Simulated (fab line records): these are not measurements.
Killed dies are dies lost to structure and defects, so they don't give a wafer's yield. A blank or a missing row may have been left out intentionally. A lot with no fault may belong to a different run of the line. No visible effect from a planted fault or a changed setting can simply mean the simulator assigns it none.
Chamber matching + flow gf180mcu + cmp-01 running GF_V1_CMP_26: 4 sister chambers
The step polishes, stops on SiO2, t overpolish 15 s, target thk 0 nm. 4 wafers are shown with their chamber, then 12 later ones without.

WAFERS, EACH WITH ITS CHAMBER
| wafer  | chamber | motorCurrentA (A) |
|--------|---------|-------------------|
| L090.5 | 3       | 11.0              |
| L092.3 | 0       | 9.3               |
| L093.5 | 2       | 9.9               |
| L093.6 | 1       | 11.1              |

WAFERS MISSING THEIR CHAMBER
| wafer  | motorCurrentA (A) |
|--------|-------------------|
| L094.1 | 8.8               |
| L094.4 | 10.9              |
| L094.5 | 8.9               |
| L095.4 | 9.6               |
| L095.5 | 10.7              |
| L095.6 | 9.6               |
| L096.1 | 9.0               |
| L096.3 | 11.4              |
| L096.6 | 11.0              |
| L097.1 | 9.4               |
| L097.2 | 9.8               |
| L097.3 | 10.8              |

EACH ONE'S CHAMBER
| wafer  | from the rows above          | in truth |
|--------|------------------------------|----------|
| L094.1 | 0                            | 0        |
| L094.4 | can't be placed: 3 or 1      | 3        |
| L094.5 | 0                            | 0        |
| L095.4 | can't be placed: 0 or 2      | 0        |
| L095.5 | can't be placed: 3 or 1 or 2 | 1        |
| L095.6 | can't be placed: 0 or 2      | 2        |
| L096.1 | 0                            | 0        |
| L096.3 | can't be placed: 1 or 3      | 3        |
| L096.6 | can't be placed: 3 or 1      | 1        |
| L097.1 | can't be placed: 0 or 2      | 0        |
| L097.2 | can't be placed: 2 or 0      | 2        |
| L097.3 | can't be placed: 3 or 1      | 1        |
Correct placement for 3 of the 12. Cannot be placed on the basis of these rows: 9; the candidates contain the true chamber in 9. Wrongly placed: 0.
How it was worked out, from the rows above alone: a wafer's distance from a chamber is the root of the sum, over the readings, of the square of ((its reading less the chamber's mean) divided by the reading's scatter). If the next closest chamber is less than 2 further off than the closest, the wafer can't be placed; otherwise it belongs to the closest. Each chamber's mean is taken over the wafers shown for it. The scatter (one wafer shown for each chamber): square how far every hidden wafer sits from the nearest shown wafer, average those squares and take the square root.
